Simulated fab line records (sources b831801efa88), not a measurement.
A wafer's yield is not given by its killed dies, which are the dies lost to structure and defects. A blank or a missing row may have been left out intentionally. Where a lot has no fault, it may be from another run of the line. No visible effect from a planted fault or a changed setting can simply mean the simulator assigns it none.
Problem report, 8D (eight disciplines) form, completed by code | flow sky130 | the parts of the form that need people (team, actions taken, sign-off) are left out

== 1. WHAT WENT WRONG ==
Across 6 wafers from 2 lots, NWELL_01_OVL at SKY_NWELL_OVL_MEAS_23 averages 255.1 nm, while fault-free wafers read -0.2 nm with a standard deviation of 1.3. That is +99 or more standard deviations from the usual mean.
First seen on wafer L474.2, day 9 15:20, on overlay-02. At this step, 36 wafers from 12 lots have a number in the record. By rule, "out" or "out of limits" means more than 4 standard deviations away from the usual mean. The other wafers with a number count as sound.

== 2. WHAT IT IS, WHAT IT ISN'T ==
question                    | is                     | is not
which readings at this step | NWELL_01_OVL           | -
which lots                  | L474, L477             | L459, L461, L463, L465, L466, L469, L470, L472, L473, L481
which wafers of those lots  | all that have a number | -
read on which gauges        | overlay-02             | overlay-01
when                        | from day 9 15:20       | up to then (27 sound wafers); but 3 sound wafers of L481 came after

== 3. THE SUSPECTS, EACH WITH WHAT RULES IT OUT ==
Counting: a tool at any process step up to the reading remains a suspect when it ran all the lots that are out and ran no sound lot after the first of those.
- the gauge at SKY_NWELL_OVL_MEAS_23: ruled out. All the wafers that are out were read on overlay-02, but those of them that SKY_PAD_OPEN_PROBE_99 has rows for are out there too, on other tools.
- iline_stepper-01 at SKY_NWELL_EXPOSE_20 (exposes mask NWM COMPLEMENT, target cd 840 nm): kept. It ran every lot that is out, first L474 (day 9 05:05), and no sound lot after that; its last sound lot up to then is L473 (day 9 01:59).
The count leaves iline_stepper-01 at SKY_NWELL_EXPOSE_20.

== 4. THE CAUSE (what the simulator had put in) ==
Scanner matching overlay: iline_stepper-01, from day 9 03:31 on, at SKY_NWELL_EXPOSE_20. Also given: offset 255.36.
Counting left only this tool.

== 5. THE CHAIN OF EFFECTS, in route order ==
Rows list readings where the struck wafers' mean (over those with a number) sits beyond 3 standard deviations from the usual. Readings are gone through only where the record gives a usual standard deviation; hours: the median, over the lots, of the time from a lot's start at the first step in this table giving one to that lot's start at this step; sigmas: the change measured in usual standard deviations.
hours | step                  | reading             | usual   | on struck wafers | change | sigmas
0     | SKY_NWELL_OVL_MEAS_23 | NWELL_01_OVL        | -0.2 nm | 255.1            | +255.3 | +99 or more
958   | SKY_PAD_OPEN_PROBE_99 | killed_at_front_end | 16      | 203              | +187   | +40
958   | SKY_PAD_OPEN_PROBE_99 | killed_dies         | 87      | 270              | +183   | +19
958   | SKY_PAD_OPEN_PROBE_99 | killed_on_rim       | 17      | 52               | +35    | +9.3
Here are the process steps it includes:
- SKY_PAD_OPEN_PROBE_99
Later steps that measure or inspect, where all struck wafers having a row at the step show a number for every such reading and not one has moved that far: SKY_LI_CONTACT_THK_MEAS_01.

== 6. WHAT WOULD HAVE CAUGHT IT SOONER ==
Counted from the fault's start at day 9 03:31, it took 12 hours until the first out-of-limits reading at a measuring or inspecting step in this record, taken at day 9 15:20.
Lots out: 2; all had begun SKY_NWELL_EXPOSE_20 on iline_stepper-01 by day 9 15:20. Had the tool been put on hold then, not one of them would have been saved.
